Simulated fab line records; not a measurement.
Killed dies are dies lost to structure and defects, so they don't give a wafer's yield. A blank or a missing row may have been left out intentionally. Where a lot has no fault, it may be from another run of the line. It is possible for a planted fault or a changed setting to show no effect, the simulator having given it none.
Code-filled problem report in 8D (eight disciplines) form	flow sky130	the parts of the form that need people (team, actions taken, sign-off) are left out

== 1. WHAT WENT WRONG ==
Wafers without a fault read 120.01 C, standard deviation 0.12; primeTempC at SKY_VIA1_HMDS_05 reads a mean of 126.21 C on 9 wafers belonging to 3 lots. That is +52 standard deviations from the usual mean.
The step: prime time 60 s.
The first sign was on wafer L781.1 at day 36 03:47, on lithoTrack-03. The record holds 39 wafers of 13 lots with a number at this step. Rule for "out" (also "out of limits"): further than 4 standard deviations from the usual mean. All remaining wafers that have a number are taken as sound.

== 2. WHAT IT IS, AND WHAT IT ISN'T ==
question	is	is not
which readings at this step	primeTempC	-
which lots	L781, L783, L784	L773, L774, L779, L787, L790, L792, L793, L794, L795, L796
which wafers of those lots	all that have a number	-
read on which tools	lithoTrack-03	lithoTrack-01, lithoTrack-04
when	from day 36 03:47	up to then (9 sound wafers); but 21 sound wafers of L787, L790, L792, L793, L794, L795, L796 came after

== 3. WHAT RULES OUT EACH SUSPECT ==
Counting: a tool at a process step up to the reading stays a suspect if it ran every lot that is out and no sound lot after the first of them.
- lithoTrack-03 at SKY_VIA1_HMDS_05 (prime time 60 s): ruled out as a lasting fault. Following L781 (day 36 03:47), the first lot on it that is out, the sound lots L792 were run on it.
Left after counting: nothing in the record.

== 4. THE CAUSE (what the simulator had put in) ==
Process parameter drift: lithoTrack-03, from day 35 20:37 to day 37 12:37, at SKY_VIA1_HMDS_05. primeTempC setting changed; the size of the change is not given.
Counting ruled it out, wrongly.

== 5. SEQUENCE OF EFFECTS, ordered by route ==
Rows list readings where the struck wafers' mean (over those with a number) sits beyond 3 standard deviations from the usual. Only readings for which the record gives a usual standard deviation are gone through. hours: the time from each lot's start at the first step in this table that gives one to its start at this step, as a median over the lots. sigmas: the change in usual standard deviations.
hours	step	reading	usual	on struck wafers	change	sigmas
0	SKY_VIA1_HMDS_05	primeTempC	120.01 C	126.21	+6.20	+52
Its process steps:
- SKY_VIA1_HMDS_05: prime time 60 s.
At these later measuring or inspecting steps, every struck wafer for which the step has a row has a number for every such reading, and none has moved that far: SKY_VIA1_CD_MEAS_12.

== 6. HOW IT WOULD HAVE BEEN CAUGHT EARLIER ==
7 hours passed between the start of the fault at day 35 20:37 and the first reading out of limits in this record, taken at day 36 03:47.
